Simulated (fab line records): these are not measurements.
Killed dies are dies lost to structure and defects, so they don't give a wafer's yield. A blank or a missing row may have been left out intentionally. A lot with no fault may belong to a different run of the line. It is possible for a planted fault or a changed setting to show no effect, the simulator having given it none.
2 desks, one fault | flow gf180mcu | each desk has only its own numbers; what lay behind them comes last

== AT THE TOOL OWNER'S DESK: plasmaAsher-02 ==
The tool's own readings at GF_V2_STRIP_18 (strips in O2/N2): means of the sampled wafers that have a number, for each lot that ran on this tool. A lot is out of limits, marked OUT, if its mean lies more than 4 standard deviations from the usual mean; the brackets give that distance.
Columns: A = chamberPressureMTorr at GF_V2_STRIP_18, usual 1499.9 mTorr; B = drypumpMotorCurrentA at GF_V2_STRIP_18, usual 5.54 A; C = heaterPowerW at GF_V2_STRIP_18, usual 335 W; D = o2FlowSccm at GF_V2_STRIP_18, usual 3000 sccm; E = oesProductAu at GF_V2_STRIP_18, usual 0.594 a.u.; F = platenTempC at GF_V2_STRIP_18, usual 250.01 C
lot  | first seen here | A      | B    | C   | D    | E     | F
L398 | day 20 06:31    | 1499.6 | 5.40 | 310 | 3014 | 0.592 | 250.00
L400 | day 21 12:47    | 1499.8 | 5.42 | 328 | 2997 | 0.588 | 250.14
L404 | day 22 07:02    | 1499.3 | 5.41 | 335 | 2998 | 0.586 | 249.94
L403 | day 22 09:29    | 1500.5 | 5.40 | 313 | 2998 | 0.596 | 249.99
L406 | day 23 00:46    | 1500.0 | 5.43 | 313 | 2988 | 0.591 | 250.04
L407 | day 23 10:01    | 1499.5 | 5.42 | 355 | 3009 | 0.591 | 249.65
L410 | day 24 09:41    | 1500.4 | 5.42 | 309 | 3000 | 0.593 | 250.09
L411 | day 24 17:10    | 1499.8 | 5.42 | 330 | 2989 | 0.598 | 250.11
L419 | day 27 14:29    | 1499.6 | 5.43 | 313 | 2996 | 0.597 | 250.15
Result from this desk: across the 9 lots, nothing is out of limits.

== AT THE METROLOGY DESK ==
Means of the sampled wafers that have a number, per lot and without regard to the tool the lot ran on: this is what the gauges read. A lot is out of limits, marked OUT, if its mean lies more than 4 standard deviations from the usual mean; the brackets give that distance.
Columns: A = PASSIVATION_CVD_00_THK at GF_PASSIVATION_THK_MEAS_01, usual 993 nm
lot  | first seen here | A
L398 | day 28 04:20    | 979
L399 | day 29 02:38    | 1008
L400 | day 29 05:33    | 1005
L401 | day 29 08:53    | 999
L404 | day 29 20:56    | 1001
L403 | day 29 23:57    | 1003
L406 | day 30 12:39    | 1004
L407 | day 30 18:41    | 1000
L410 | day 31 14:06    | 1004
L411 | day 31 19:03    | 995
L419 | day 34 00:45    | 975
L421 | day 34 05:12    | 1009
Result from this desk: across the 12 lots, nothing is out of limits.

== ALL TOGETHER ==
Nothing out of limits was seen by the tool owner's desk.
The metrology desk saw nothing out of limits.

== WHAT THE SIMULATOR HAD INSERTED ==
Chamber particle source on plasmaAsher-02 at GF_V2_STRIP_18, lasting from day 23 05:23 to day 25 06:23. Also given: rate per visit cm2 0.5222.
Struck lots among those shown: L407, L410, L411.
